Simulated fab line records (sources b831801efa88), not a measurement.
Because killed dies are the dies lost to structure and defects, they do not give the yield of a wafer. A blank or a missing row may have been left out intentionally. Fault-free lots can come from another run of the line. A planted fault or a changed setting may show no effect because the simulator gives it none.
A lot that was struck, set against a sound lot / flow sky130 / 43 steps out of a route of 708
Sound: these wafers, L384.1, L384.2, L384.4. Struck: wafer L394.1. (L394.3, L394.4 of the same lot were not struck and are left out.) The cause comes at the end.
At each step with rows: each side's tool, then ch and its chambers, then its first start. Under that, the readings that differ: sound wafers / struck wafers / difference of the means / sigmas: that difference in standard deviations of wafers without a fault.
alike: a reading whose means differ by less than 2 such deviations, as well as words and numbers matching on both sides. not compared: withheld readings; readings where some wafer has no value; bounds like >300 that might hide an equal value; numbers whose values overlap and for which the record gives no deviation.
Wherever a step has rows on one side only, a row that says differs or no value, or a row with sigmas, the two part there. When numbers do not overlap yet have no deviation, they are printed without sigmas and do not part them. Lack of a reading on every wafer of one side parts them only where that side has two or more wafers.

first, 1 step without rows for these wafers: SKY_VIA4_DEVELOP_10 (develop time 60 s).
SKY_VIA4_OVL_MEAS_11:
  struck on overlay-02, day 48 22:50; sound on overlay-02, day 43 18:41
  alike: VIA4_OVL
then, 7 steps without rows for these wafers: SKY_VIA4_ETCH_12 (etches SiO2 in C4F8/O2/Ar, stops on TiN, target depth 580 nm); SKY_VIA4_STRIP_13 (strips in O2/N2); SKY_VIA4_STRIP_14 (strips in post etch residue remover, time 1200 s); SKY_VIA4_CLEAN_15 (cleans in IPA, time 180 s); SKY_VIA4_CLEAN_16 (cleans in O3/DIW); SKY_VIA4_SPUTTER_17 (material TiN, target thk 20 nm, time 80 s); SKY_VIA4_CVD_18 (deposits W, target thk 505 nm, time 152.14 s).
SKY_VIA4_RS_MEAS_19: uses a four-point probe to measure.
  struck on film-metro-01, day 48 23:46; sound on film-metro-02, day 43 19:46
  alike: VIA4_W_RS
SKY_VIA4_THK_MEAS_20: measures by xrf.
  struck on film-metro-01, day 48 23:53; sound on film-metro-02, day 43 19:53
  alike: VIA4_W_THK
then, 1 step without rows for these wafers: SKY_VIA4_CMP_21 (polishes, stops on SiO2, t overpolish 25 s, target thk 0 nm).
SKY_METAL5_SPUTTER_00: material Ti, target thk 15 nm, time 10 s.
  struck on pvd-sputter-03, day 49 00:14; sound on pvd-sputter-03, day 43 20:25
  alike: throttle-valve-pct
SKY_METAL5_SPUTTER_01: material TiN, target thk 20 nm, time 16.7 s.
  struck on pvd-sputter-03, day 49 00:16; sound on pvd-sputter-03, day 43 20:26
  alike: throttle-valve-pct
SKY_METAL5_SPUTTER_02: material AlCu, target thk 1150 nm, time 61.2 s.
  struck on pvd-sputter-03, day 49 00:17; sound on pvd-sputter-03, day 43 20:28
  alike: throttle-valve-pct
SKY_METAL5_SPUTTER_03: material Ti, target thk 5 nm, time 3.3 s.
  struck on pvd-sputter-03, day 49 00:20; sound on pvd-sputter-03, day 43 20:31
  alike: throttle-valve-pct
then, 1 step without rows for these wafers: SKY_METAL5_SPUTTER_04 (material TiN, target thk 70 nm, time 58.3 s).
SKY_METAL5_RS_MEAS_05: uses a four-point probe to measure.
  struck on film-metro-03, day 49 00:25; sound on film-metro-04, day 43 20:35
  alike: METAL5_ALCU_RS
SKY_METAL5_THK_MEAS_06: measures by xrf.
  struck on film-metro-03, day 49 00:32; sound on film-metro-04, day 43 20:42
  alike: METAL5_ALCU_THK
then, 9 steps without rows for these wafers: SKY_METAL5_DEHYDRATE_07 (time 60 s); SKY_METAL5_HMDS_08 (prime time 60 s); SKY_METAL5_COAT_09 (resist thk 1800 nm); SKY_METAL5_SOFTBAKE_10 (time 60 s); SKY_METAL5_EXPOSE_11 (exposes mask MM5, target cd 1600 nm); SKY_METAL5_PEB_12; SKY_METAL5_DEVELOP_13 (develop time 60 s); SKY_METAL5_DESCUM_14 (chemistry O2, time 11 s); SKY_METAL5_METAL_ETCH_15 (etches the open film in Cl2/BCl3, stops on SiO2, target depth 1260 nm, time 252 s).
SKY_METAL5_STRIP_16: strips in O2/N2.
  sound on plasma-asher-01 ch 0,1, day 44 19:07; struck on plasma-asher-04 ch 0, day 49 18:54
  alike: drypump-motor-current-A, oes-product-au, strip-time-to-endpoint-s
  not compared: rf-hours-counter-h
then, 3 steps without rows for these wafers: SKY_METAL5_STRIP_17 (strips in post etch residue remover, time 1200 s); SKY_METAL5_CLEAN_18 (cleans in IPA, time 180 s); SKY_METAL5_CLEAN_19 (cleans in O3/DIW).
SKY_PASSIVATION_CVD_00: deposits SiO2, target thk 90 nm.
  sound on pecvd-03 ch 0,1, day 44 19:57; struck on pecvd-02 ch 2, day 49 19:29
  alike: heater-power-w, rf-fwd-power-W
SKY_PASSIVATION_THK_MEAS_01:
  struck on film-metro-04, day 49 19:31; sound on film-metro-02, day 44 19:58
  alike: PASSIVATION_CVD_00_THK
then, 1 step without rows for these wafers: SKY_PASSIVATION_CVD_02 (deposits Si3N4, target thk 540 nm).
SKY_PASSIVATION_THK_MEAS_03:
  struck on film-metro-04, day 49 19:48; sound on film-metro-02, day 44 20:22
  alike: PASSIVATION_CVD_02_THK
then, 6 steps without rows for these wafers: SKY_PASSIVATION_DEHYDRATE_04 (time 60 s); SKY_PASSIVATION_HMDS_05 (prime time 60 s); SKY_PASSIVATION_COAT_06 (resist thk 3000 nm); SKY_PASSIVATION_SOFTBAKE_07; SKY_PASSIVATION_EXPOSE_08 (exposes mask NSM, target cd 3000 nm); SKY_PASSIVATION_PEB_09.
SKY_PAD_OPEN_PROBE_99:
  struck on prober-02, day 51 11:31; sound on prober-01, day 46 23:15
reading=defect-limited-yield (%); sound=81.9 82.5 83.9; struck=75.2; difference=-7.6; sigmas=-4
reading=killed_at_M4_up; sound=0 1 4; struck=28; difference=+26; sigmas=+13
reading=killed-dies; sound=89 86 79; struck=122; difference=+37; sigmas=+4
reading=sort_bin_3_pad_short (%); sound=0.6 0.2 1.2; struck=2.0; difference=+1.3; sigmas=+3
reading=sort_bin_5_function (%); sound=11.4 9.8 8.3; struck=13.8; difference=+4.0; sigmas=+3
reading=sort-n-pass; sound=403 406 413; struck=370; difference=-37; sigmas=-4
reading=sort-yield-pct (%); sound=81.9 82.5 83.9; struck=75.2; difference=-7.6; sigmas=-4
reading=model.etest.tester.sort-n-pass; sound=403 406 413; struck=370; difference=-37; sigmas=
reading=model.etest.tester.sort-yield-pct (%); sound=81.91 82.52 83.94; struck=75.2; difference=-7.6; sigmas=
reading=model.etest.tester.sort_bin_5_pct (%); sound=11.38 9.756 8.333; struck=13.82; difference=+4.00; sigmas=
  alike: killed_at_M0_to_M3, killed-at-contacts, killed-at-front-end, killed-at-other, killed-open, killed-short, sort_bin_6_memory

== WHERE THEY PART ==
SKY_PAD_OPEN_PROBE_99 only, going by this record.

WHY: what had been put in by the simulator
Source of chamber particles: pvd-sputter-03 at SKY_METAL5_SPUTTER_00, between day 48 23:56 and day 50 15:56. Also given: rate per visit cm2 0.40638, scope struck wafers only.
